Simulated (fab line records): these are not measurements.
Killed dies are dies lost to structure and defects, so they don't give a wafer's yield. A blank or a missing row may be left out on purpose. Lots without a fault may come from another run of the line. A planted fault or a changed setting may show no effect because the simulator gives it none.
A lot that was struck, set against a sound lot || flow gf180mcu || 14 out of 602 route steps
Sound: the wafers L762.2, L762.3, L762.5. Struck: wafers L775.4, L775.5, L775.6. The cause comes at the end.
Each step with rows lists, per side, the tool, then ch with its chambers, then its first start. Under that, the readings that differ: sound wafers || struck wafers || difference of the means || sigmas: that difference in standard deviations of wafers without a fault.
alike: a reading whose means differ by less than 2 such deviations, as well as words and numbers matching on both sides. not compared: withheld readings; readings where some wafer has no value; bounds like >300 that might hide an equal value; numbers whose values overlap and for which the record gives no deviation.
Wherever a step has rows on one side only, a row that says differs or no value, or a row with sigmas, the two part there. Numbers that don't overlap but have no deviation are shown without sigmas and don't part them. A reading that every wafer of one side lacks parts them only if that side has two wafers or more.

GF_NSD_CD_MEAS_07: target cd 400 nm.
  sound: cd_sem-01 at day 15 00:34; struck: cd_sem-01 at day 19 03:52
  alike: cd_nm
GF_NSD_OVL_MEAS_08:
  sound: overlay-02 at day 15 00:41; struck: overlay-02 at day 19 03:56
  alike: NSD_OVL
then, 2 steps without rows for these wafers: GF_NSD_IMPLANT_09; GF_NSD_IMPLANT_10.
GF_NSD_STRIP_11: strips in O2/N2.
  sound on plasma_asher-04 ch 1, day 15 01:01; struck on plasma_asher-02 ch 0,1, day 19 04:18
  alike: drypump_motor_current_A, heater_power_w, oes_product_au, strip_time_to_endpoint_s
  not compared: rf_hours_counter_h
GF_NSD_TW_MEAS_12:
  sound: film_metro-02 at day 15 01:07; struck: film_metro-03 at day 19 04:23
  alike: NSD_TW
then, 6 steps without rows for these wafers: GF_PSD_DEHYDRATE_00 (time 60 s); GF_PSD_HMDS_01 (prime time 60 s); GF_PSD_COAT_02 (resist thk 1000 nm); GF_PSD_SOFTBAKE_03 (time 60 s); GF_PSD_EXPOSE_04 (exposes mask Pplus, target cd 400 nm); GF_PSD_PEB_05.
GF_PSD_DEVELOP_06: develop time 60 s.
  struck on litho_track-01, day 20 03:39; sound on litho_track-01 ch 0, day 15 22:54
  no value came back on the struck wafers for chill_plate_temp_C (C), develop_time_s (s); on the sound wafers chill_plate_temp_C (C) reads 23.02 23.12 22.95
GF_PSD_CD_MEAS_07: target cd 400 nm.
  sound: cd_sem-02 at day 15 23:03; struck: cd_sem-02 at day 20 03:47
{"reading": "cd_nm (nm)", "sound": "400.5 400.2 402.0", "struck": "- - -", "difference": "no value on the struck wafers", "sigmas": ""}

WHERE THEY PART
Earliest at GF_PSD_DEVELOP_06; latest, in this record, at GF_PSD_CD_MEAS_07.

WHY: the cause the simulator had injected
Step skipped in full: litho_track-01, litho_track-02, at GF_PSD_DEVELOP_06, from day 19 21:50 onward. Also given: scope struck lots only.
